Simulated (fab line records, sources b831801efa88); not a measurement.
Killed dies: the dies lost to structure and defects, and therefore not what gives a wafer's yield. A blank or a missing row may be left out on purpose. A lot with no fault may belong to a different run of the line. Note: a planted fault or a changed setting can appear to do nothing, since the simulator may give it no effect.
fab line records    flow gf180mcu
record lots=10  wafers=30  last_day=34
route steps=602 shown M2@365 V2@386 M3@409
lots that met no fault: from a run of the same line without faults
start_h: start of the lot's first displayed wafer, in hours after the record's first day    wait_h: hours elapsed since this lot's preceding step    " identical to the entry in the row above    L1.1+2: a single row standing in for several wafers    - value missing, or start not given    * or withheld: withheld    < > ~ a bound
route shown NAME@n: a module of which the file shows steps, and the number in the route of the first    usual: average and standard deviation across the fault-free wafers    same: alike in all rows    chamber/n: place in a boat    sites: per-site readings    _std_site: standard deviation across them    _edge_site: the outer-site mean with the inner-site mean subtracted    radius_mm: for every site, how far away it sits from the centre of the wafer    mask NAME#n: copy n    behind: tool/chamber where the wafer was last shaped    hold: the reason the lot was held/the length of the hold in hours/how it ended    device: whichever transistor did not switch (one of n, p or np)    end of line: tests of these same wafers at the route's end    a step given without rows: its recipe and nothing more    killed: the dies lost at the first sort to structure and to defects; this is not the yield of the wafer    map: dies across one wafer; x = killed, . = not, _ = none there
set.NAME: setting as actually run; set.NAME@STEP: the setting as run at that earlier step    model.NAME: the simulator's own value behind a step, which no gauge read
steps of the route over a sample of lots; a table a step, a row a wafer
services: when a tool's chamber went out of use (start_h, in hours from the record's first day, below 0 if earlier), for how many hours, and the reason
## steps
# step GF_M2_SPUTTER_03
# recipe material=Ti  target_thk_nm=10  substrate_temp_c=300  chamber_pressure_pa=0.3  power_w=3000  time_s=6.7
# usual throttle_valve_pct=29.2/0.84
lot.wafer  tool            chamber  start_h  wait_h  throttle_valve_pct
L577.1     pvd_sputter-04  -        412.77   0.0     29.8
L577.3     "               -        "        "       29.9
L577.6     "               -        "        "       29.9
L579.1     pvd_sputter-01  -        431.74   0.0     28.5
L579.3     "               -        "        "       28.8
L579.5     "               -        "        "       29.0
L581.3     pvd_sputter-02  -        448.45   0.0     29.9
L581.4     "               -        "        "       29.5
L581.6     "               -        "        "       29.7
L591.1     pvd_sputter-01  -        542.85   0.0     29.4
L591.2     "               -        "        "       28.7
L591.6     "               -        "        "       28.9
L594.1     pvd_sputter-02  -        561.84   0.0     29.5
L594.3     "               -        "        "       29.8
L594.4     "               -        "        "       28.3
L595.2     pvd_sputter-02  -        572.84   0.0     29.9
L595.4     "               -        "        "       29.9
L595.6     "               -        "        "       30.0
L596.3     pvd_sputter-02  -        578.27   0.0     29.9
L596.5     "               -        "        "       29.7
L596.6     "               -        "        "       29.5
L597.1     pvd_sputter-02  -        586.12   0.0     29.9
L597.4     "               -        "        "       29.6
L597.6     "               -        "        "       29.9
L598.3     pvd_sputter-02  -        591.28   0.0     29.7
L598.4     "               -        "        "       30.1
L598.6     "               -        "        "       29.9
L599.1     pvd_sputter-04  -        598.98   0.0     29.7
L599.5     "               -        "        "       29.9
L599.6     "               -        "        "       30.8
# step GF_V2_CMP_04
# recipe material=SiO2  down_force_psi=4  platen_rpm=60  pad_velocity_m_s=0.94248
# usual edge_zone_pressure_frac=1.001/0.0045  motor_current_A=11.2/1  time_to_endpoint_s=82/5
lot.wafer  tool    chamber  start_h  wait_h  edge_zone_pressure_frac  motor_current_A  time_to_endpoint_s
L577.3     cmp-02  0        437.66   0.0     1.001                    11.9             76
L577.1     "       3        "        "       1.005                    10.6             76
L577.6     "       1        "        "       0.993                    12.7             84
L579.3     cmp-02  0        457.24   0.0     0.997                    13.6             88
L579.1     "       3        "        "       1.003                    10.6             86
L579.5     "       0        "        "       0.993                    12.0             90
L581.4     cmp-02  2        474.48   0.1     1.010                    10.1             80
L581.3     "       0        "        "       0.999                    12.9             78
L581.6     "       2        "        "       1.000                    10.5             83
L591.2     cmp-01  1        567.00   0.0     0.998                    11.0             78
L591.1     "       3        "        "       1.015                    11.3             82
L591.6     "       2        "        "       0.999                    10.3             91
L594.3     cmp-02  3        584.98   0.0     0.996                    10.9             81
L594.1     "       0        "        "       0.999                    12.2             79
L594.4     "       2        "        "       1.008                    10.0             82
L595.2     cmp-01  2        595.26   0.0     1.001                    9.6              82
L595.4     "       3        "        "       1.001                    10.5             89
L595.6     "       3        "        "       1.002                    10.2             89
L596.3     cmp-01  3        601.05   0.2     1.003                    9.9              79
L596.5     "       0        "        "       1.001                    10.7             77
L596.6     "       1        "        "       1.001                    11.1             86
L597.4     cmp-01  3        608.23   0.0     0.994                    11.1             84
L597.1     "       2        "        "       0.992                    10.4             79
L597.6     "       3        "        "       1.005                    9.9              82
L598.4     cmp-01  0        613.23   0.1     1.007                    10.3             82
L598.3     "       1        "        "       1.001                    11.5             78
L598.6     "       0        "        "       1.002                    10.9             83
L599.1     cmp-01  0        621.03   0.1     1.004                    10.6             74
L599.5     "       0        "        "       1.004                    10.7             75
L599.6     "       1        "        "       1.000                    11.9             80
# step GF_V2_CVD_23
# recipe material=W  target_thk_nm=350  time_s=104.94  temp_c=400  pressure_torr=40
# usual heater_power_outer_w=519/26  heater_power_w=863/48  susceptor_temp_C=400.01/0.24
lot.wafer  tool      chamber  start_h  wait_h  heater_power_outer_w  heater_power_w  susceptor_temp_C
L577.1     cvd_w-01  0        464.01   0.0     540                   900             400.05
L577.3     "         1        "        "       517                   856             399.67
L577.6     "         0        "        "       538                   862             400.40
L579.1     cvd_w-01  0        483.22   0.0     524                   852             393.35
L579.3     "         0        "        "       509                   827             393.49
L579.5     "         1        "        "       466                   825             393.31
L581.3     cvd_w-01  0        499.80   0.1     511                   845             393.32
L581.4     "         1        "        "       469                   810             393.33
L581.6     "         1        "        "       480                   818             393.45
L591.1     cvd_w-02  0        589.97   0.0     497                   799             399.91
L591.2     "         1        "        "       562                   877             400.04
L591.6     "         1        "        "       537                   923             400.08
L594.1     cvd_w-01  1        607.43   0.0     507                   881             399.52
L594.3     "         0        "        "       544                   858             400.13
L594.4     "         1        "        "       498                   859             400.24
L595.2     cvd_w-02  0        617.57   0.0     486                   809             399.91
L595.4     "         1        "        "       546                   918             399.90
L595.6     "         1        "        "       542                   929             399.84
L596.3     cvd_w-01  0        622.82   0.1     543                   854             400.12
L596.5     "         1        "        "       486                   870             399.80
L596.6     "         0        "        "       542                   881             400.08
L597.1     cvd_w-02  0        630.16   0.0     499                   803             399.19
L597.4     "         1        "        "       559                   916             400.19
L597.6     "         0        "        "       507                   816             399.69
L598.3     cvd_w-02  1        635.53   0.1     534                   930             400.02
L598.4     "         0        "        "       496                   798             399.84
L598.6     "         0        "        "       493                   807             400.04
L599.1     cvd_w-01  0        641.96   0.0     548                   858             400.11
L599.5     "         0        "        "       545                   879             399.84
L599.6     "         1        "        "       500                   877             399.98
# step GF_V2_RS_MEAS_24
# recipe thk_meas_gauge=four-point-probe  reads=W_of_V2_CVD_23+TiN_of_V2_SPUTTER_22+Ti_of_V2_SPUTTER_21
# usual V2_W_RS=0.328/0.0032
lot.wafer  tool           chamber  start_h  wait_h  hold                      V2_W_RS[ohm/sq]
L577.1     film_metro-02  -        464.13   0.1     -                         0.325
L577.3     "              -        "        "       -                         0.329
L577.6     "              -        "        "       -                         0.325
L579.1     film_metro-02  -        483.33   0.1     await_dispo/0.2h/release  0.362
L579.3     "              -        "        "       await_dispo/0.2h/release  0.362
L579.5     "              -        "        "       await_dispo/0.2h/release  0.360
L579.1     film_metro-02  -        483.62   0.3     -                         0.361
L579.3     "              -        "        "       -                         0.362
L579.5     "              -        "        "       -                         0.360
L581.3     film_metro-02  -        499.92   0.1     await_dispo/0.2h/release  0.367
L581.4     "              -        "        "       await_dispo/0.2h/release  0.372
L581.6     "              -        "        "       await_dispo/0.2h/release  0.368
L581.3     film_metro-02  -        500.29   0.4     -                         0.368
L581.4     "              -        "        "       -                         0.372
L581.6     "              -        "        "       -                         0.367
L591.1     film_metro-03  -        590.08   0.1     -                         0.329
L591.2     "              -        "        "       -                         0.332
L591.6     "              -        "        "       -                         0.329
L594.1     film_metro-03  -        607.55   0.1     -                         0.331
L594.3     "              -        "        "       -                         0.327
L594.4     "              -        "        "       -                         0.332
L595.2     film_metro-02  -        617.70   0.1     -                         0.327
L595.4     "              -        "        "       -                         0.328
L595.6     "              -        "        "       -                         0.328
L596.3     film_metro-04  -        622.93   0.1     -                         0.323
L596.5     "              -        "        "       -                         0.328
L596.6     "              -        "        "       -                         0.326
L597.1     film_metro-02  -        630.27   0.1     -                         0.326
L597.4     "              -        "        "       -                         0.324
L597.6     "              -        "        "       -                         0.328
L598.3     film_metro-04  -        635.64   0.1     -                         0.327
L598.4     "              -        "        "       -                         0.329
L598.6     "              -        "        "       -                         0.328
L599.1     film_metro-03  -        642.08   0.1     -                         0.326
L599.5     "              -        "        "       -                         0.325
L599.6     "              -        "        "       -                         0.324
# step GF_V2_THK_MEAS_25
# recipe thk_meas_gauge=xrf  reads=W_of_V2_CVD_23
# usual V2_W_THK=360/4.5
lot.wafer  tool           chamber  start_h  wait_h  hold                      V2_W_THK[nm]
L577.1     film_metro-02  -        464.25   0.1     -                         364
L577.3     "              -        "        "       -                         361
L577.6     "              -        "        "       -                         362
L579.1     film_metro-02  -        484.85   1.2     await_dispo/0.2h/release  327
L579.3     "              -        "        "       await_dispo/0.2h/release  327
L579.5     "              -        "        "       await_dispo/0.2h/release  328
L579.1     film_metro-02  -        485.08   0.2     -                         328
L579.3     "              -        "        "       -                         327
L579.5     "              -        "        "       -                         329
L581.3     film_metro-02  -        503.50   3.2     await_dispo/0.2h/release  320
L581.4     "              -        "        "       await_dispo/0.2h/release  316
L581.6     "              -        "        "       await_dispo/0.2h/release  321
L581.3     film_metro-02  -        503.73   0.2     -                         320
L581.4     "              -        "        "       -                         318
L581.6     "              -        "        "       -                         321
L591.1     film_metro-03  -        590.20   0.1     -                         351
L591.2     "              -        "        "       -                         349
L591.6     "              -        "        "       -                         352
L594.1     film_metro-03  -        607.67   0.1     -                         356
L594.3     "              -        "        "       -                         361
L594.4     "              -        "        "       -                         355
L595.2     film_metro-02  -        617.81   0.1     -                         358
L595.4     "              -        "        "       -                         359
L595.6     "              -        "        "       -                         359
L596.3     film_metro-04  -        623.03   0.1     -                         363
L596.5     "              -        "        "       -                         357
L596.6     "              -        "        "       -                         365
L597.1     film_metro-02  -        630.39   0.1     -                         359
L597.4     "              -        "        "       -                         361
L597.6     "              -        "        "       -                         356
L598.3     film_metro-04  -        635.74   0.1     -                         357
L598.4     "              -        "        "       -                         359
L598.6     "              -        "        "       -                         357
L599.1     film_metro-03  -        642.20   0.1     -                         361
L599.5     "              -        "        "       -                         362
L599.6     "              -        "        "       -                         363
# step GF_V2_CMP_26
# recipe stop_on=SiO2  down_force_psi=3.5  platen_rpm=60  t_overpolish_s=15  target_thk_nm=0  pad_velocity_m_s=0.94248
# usual edge_zone_pressure_frac=1.000/0.0051  motor_current_A=10.2/0.87  time_to_endpoint_s=86/3.5
lot.wafer  tool    chamber  start_h  wait_h  hold                      edge_zone_pressure_frac  motor_current_A  time_to_endpoint_s
L577.3     cmp-01  1        464.41   0.1     -                         0.996                    10.5             83
L577.1     "       2        "        "       -                         0.991                    9.5              83
L577.6     "       3        "        "       -                         1.004                    9.4              87
L579.3     cmp-02  1        488.33   3.2     await_dispo/3.1h/release  1.010                    11.8             78
L579.1     "       2        "        "       await_dispo/3.1h/release  0.996                    9.4              74
L579.5     "       3        "        "       await_dispo/3.1h/release  1.004                    10.2             73
L581.3     cmp-02  0        507.47   3.7     await_dispo/3.7h/release  0.996                    11.6             70
L581.4     "       2        "        "       await_dispo/3.7h/release  0.992                    9.8              67
L581.6     "       0        "        "       await_dispo/3.7h/release  1.001                    10.8             71
L591.2     cmp-01  3        590.31   0.1     -                         0.999                    9.8              89
L591.1     "       1        "        "       -                         1.001                    9.7              87
L591.6     "       3        "        "       -                         0.993                    9.5              91
L594.3     cmp-02  2        607.78   0.1     -                         0.996                    9.3              84
L594.1     "       3        "        "       -                         1.012                    9.6              84
L594.4     "       0        "        "       -                         1.001                    11.2             84
L595.4     cmp-02  0        617.91   0.1     -                         1.005                    11.8             83
L595.2     "       1        "        "       -                         0.997                    11.2             83
L595.6     "       0        "        "       -                         1.000                    11.8             85
L596.3     cmp-01  0        623.12   0.1     -                         0.988                    9.9              89
L596.5     "       3        "        "       -                         1.005                    9.4              90
L596.6     "       0        "        "       -                         0.992                    10.2             83
L597.4     cmp-02  3        630.45   0.0     -                         0.997                    10.2             89
L597.1     "       2        "        "       -                         0.999                    9.5              85
L597.6     "       0        "        "       -                         1.001                    10.7             89
L598.4     cmp-02  2        635.78   0.0     -                         1.007                    9.3              83
L598.3     "       0        "        "       -                         0.999                    11.9             87
L598.6     "       3        "        "       -                         0.999                    9.3              89
L599.1     cmp-01  1        642.41   0.2     -                         1.007                    10.6             85
L599.6     "       2        "        "       -                         0.999                    9.3              83
L599.5     "       3        "        "       -                         1.008                    9.5              90
# step GF_M3_SPUTTER_00
# recipe material=Ti  target_thk_nm=37.5  arriving_ion_energy_ev=80  substrate_temp_c=200  chamber_pressure_pa=2  power_w=4000  time_s=150
# usual throttle_valve_pct=29.1/0.86
lot.wafer  tool            chamber  start_h  wait_h  throttle_valve_pct
L577.1     pvd_sputter-02  -        464.61   0.1     28.2
L577.3     "               -        "        "       29.7
L577.6     "               -        "        "       30.1
L579.1     pvd_sputter-01  -        488.53   0.1     28.9
L579.3     "               -        "        "       29.2
L579.5     "               -        "        "       29.0
L581.3     pvd_sputter-02  -        507.72   0.2     29.6
L581.4     "               -        "        "       28.1
L581.6     "               -        "        "       27.8
L591.1     pvd_sputter-01  -        590.56   0.1     29.2
L591.2     "               -        "        "       28.8
L591.6     "               -        "        "       29.0
L594.1     pvd_sputter-01  -        608.08   0.2     28.9
L594.3     "               -        "        "       29.4
L594.4     "               -        "        "       28.9
L595.2     pvd_sputter-02  -        618.16   0.1     28.2
L595.4     "               -        "        "       29.7
L595.6     "               -        "        "       28.2
L596.3     pvd_sputter-01  -        623.37   0.2     28.8
L596.5     "               -        "        "       27.9
L596.6     "               -        "        "       29.7
L597.1     pvd_sputter-02  -        630.75   0.1     30.2
L597.4     "               -        "        "       29.4
L597.6     "               -        "        "       29.8
L598.3     pvd_sputter-03  -        636.08   0.1     31.4
L598.4     "               -        "        "       29.3
L598.6     "               -        "        "       31.5
L599.1     pvd_sputter-03  -        642.56   0.1     31.6
L599.5     "               -        "        "       31.4
L599.6     "               -        "        "       29.5
## services
tool            chamber  start_h  hours  kind
cvd_w-01        -        390.00   14.0   pm
cmp-02          -        401.40   0.2    repair
cmp-02          -        404.15   4.0    pm
cvd_w-01        -        415.13   3.1    repair
cmp-02          -        434.12   1.0    repair
cmp-02          -        434.49   2.4    repair
cmp-01          -        436.37   3.3    repair
cvd_w-01        -        452.86   1.3    repair
cvd_w-01        1        455.91   4.6    repair
cmp-01          -        457.46   2.5    repair
pvd_sputter-01  -        462.64   4.6    repair
pvd_sputter-01  -        476.17   3.9    repair
cmp-01          -        483.19   1.4    repair
cmp-02          -        498.37   1.2    repair
cmp-01          -        509.82   27.9   repair
cmp-01          -        526.59   1.3    repair
cmp-01          -        533.81   0.8    repair
cmp-01          -        537.77   5.8    pm
cmp-02          -        555.20   3.6    pm
pvd_sputter-02  -        562.78   9.5    repair
cmp-01          -        572.00   4.0    pm
cmp-02          -        583.42   1.5    repair
cvd_w-01        -        598.41   6.0    pm
cmp-02          -        599.08   7.7    pm
## key
first_sign step=GF_V2_CVD_23  reading=susceptor_temp_C  direction=down  sigmas=28  usual=*  struck=*
effect step=GF_V2_RS_MEAS_24  reading=visit  direction=added
effect step=GF_V2_RS_MEAS_24  reading=V2_W_RS  direction=up  sigmas=12  usual=0.328  struck=0.365
effect step=GF_V2_THK_MEAS_25  reading=visit  direction=added
effect step=GF_V2_THK_MEAS_25  reading=V2_W_THK  direction=down  sigmas=8.2  usual=360  struck=323
effect step=GF_V2_CMP_26  reading=time_to_endpoint_s  direction=down  sigmas=3.8  usual=*  struck=*
met_at GF_V2_CVD_23
struck_lots L579,L581
not_acting_at GF_M2_SPUTTER_03,GF_V2_CMP_04,GF_M3_SPUTTER_00
onset_between 464.01 483.22
fault kind=process_parameter_drift  tool=cvd_w-01  chamber=-  onset_h=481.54  steps=GF_V2_CVD_23  channel=temp_c  offset=*  shape=step  end_h=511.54  acts_in=*  stated=*
